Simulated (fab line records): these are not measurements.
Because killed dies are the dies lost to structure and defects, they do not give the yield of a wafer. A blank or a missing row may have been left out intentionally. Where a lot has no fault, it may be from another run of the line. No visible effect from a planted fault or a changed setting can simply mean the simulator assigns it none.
The same fault as seen by 2 desks || flow sky130 || only its own numbers are on each desk; what lay behind them is given at the end

## THE TOOL OWNER'S DESK: rieDiel-02
The tool's own readings at SKY_POLY_GATE_ETCH_15 (etches BARC in N2/H2, stops on SiO2, time 118.5 s, target depth 110 nm): means of the sampled wafers that have a number, for each lot that ran on this tool. The brackets show how far a lot's mean lies from the usual mean; more than 4 standard deviations puts the lot out of limits, marked OUT.
Columns: A = chamberPressureMTorr at SKY_POLY_GATE_ETCH_15, usual 30.000 mTorr; B = drypumpMotorCurrentA at SKY_POLY_GATE_ETCH_15, usual 5.4 A; C = oesProductAu at SKY_POLY_GATE_ETCH_15, usual 0.716 a.u.; D = throttleValvePct at SKY_POLY_GATE_ETCH_15, usual 13.214 %
{"lot": "L213", "first seen here": "day 16 13:40", "A": 29.988, "B": 5.4, "C": 0.711, "D": 13.209}
{"lot": "L215", "first seen here": "day 17 01:49", "A": 29.998, "B": 5.4, "C": 0.720, "D": 13.212}
{"lot": "L216", "first seen here": "day 17 10:25", "A": 30.015, "B": 5.4, "C": 0.718, "D": 13.218}
{"lot": "L220", "first seen here": "day 19 16:01", "A": "35.986 (+99 or more) OUT", "B": 5.5, "C": 0.718, "D": 13.212}
{"lot": "L222", "first seen here": "day 19 22:52", "A": "35.971 (+99 or more) OUT", "B": 5.5, "C": 0.714, "D": 13.217}
{"lot": "L228", "first seen here": "day 23 14:40", "A": 29.973, "B": 5.5, "C": 0.716, "D": 13.216}
{"lot": "L234", "first seen here": "day 24 21:32", "A": 30.013, "B": 5.5, "C": 0.716, "D": 13.216}
This desk finds L220, L222 out of limits, L220 being first, at day 19 16:01 (chamberPressureMTorr at SKY_POLY_GATE_ETCH_15). L213, L215, L216, L228, L234 stayed within limits.

## THE METROLOGY DESK
What the gauges read, lot by lot, whatever tool the lot ran on: means of the sampled wafers that have a number. The brackets show how far a lot's mean lies from the usual mean; more than 4 standard deviations puts the lot out of limits, marked OUT.
Columns: A = cdNm at SKY_VT_ADJUST_HVTR_CD_MEAS_07, usual 379.9 nm; B = VT_ADJUST_PCH_OVL at SKY_VT_ADJUST_PCH_OVL_MEAS_07, usual -0.2 nm; C = SONOS_TUNNEL_TW at SKY_SONOS_TUNNEL_TW_MEAS_12, usual 197.3
{"lot": "L212", "first seen here": "day 9 10:44", "A": 381.5, "B": -0.2, "C": 197.6}
{"lot": "L213", "first seen here": "day 9 13:05", "A": 377.8, "B": 1.8, "C": 197.8}
{"lot": "L215", "first seen here": "day 10 01:46", "A": 378.1, "B": 1.3, "C": 198.8}
{"lot": "L216", "first seen here": "day 10 08:46", "A": 379.4, "B": -1.0, "C": 197.3}
{"lot": "L220", "first seen here": "day 12 01:46", "A": 379.8, "B": 0.4, "C": 196.6}
{"lot": "L222", "first seen here": "day 12 12:21", "A": 381.8, "B": -3.2, "C": 196.1}
{"lot": "L227", "first seen here": "day 14 20:35", "A": 379.3, "B": -1.1, "C": 197.7}
{"lot": "L228", "first seen here": "day 15 10:49", "A": 380.8, "B": -0.4, "C": 198.4}
{"lot": "L229", "first seen here": "day 15 11:28", "A": 380.0, "B": -0.0, "C": 197.7}
{"lot": "L232", "first seen here": "day 16 09:19", "A": 382.9, "B": 0.1, "C": 197.2}
{"lot": "L233", "first seen here": "day 16 13:14", "A": 381.3, "B": 0.4, "C": 196.0}
{"lot": "L234", "first seen here": "day 16 18:22", "A": 381.9, "B": -1.9, "C": 197.9}
{"lot": "L235", "first seen here": "day 16 18:40", "A": 379.8, "B": 0.2, "C": 197.3}
Result from this desk: across the 13 lots, nothing is out of limits.

## PUT TOGETHER
An alarm could have come from the tool owner's desk at day 19 16:01, on L220, L222.
At the metrology desk, nothing out of limits was observed.
The metrology desk has L220, L222 on record, within its limits.
All the named lots went through SKY_POLY_GATE_ETCH_15 on rieDiel-02.

## WHAT THE SIMULATOR HAD INSERTED
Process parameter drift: rieDiel-02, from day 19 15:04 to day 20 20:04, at SKY_POLY_GATE_ETCH_15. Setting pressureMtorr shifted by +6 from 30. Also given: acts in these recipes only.
Struck lots among those shown: L220, L222.
How many hours passed from the start of the fault until each desk's first out-of-limits reading: the tool owner's desk, 1.
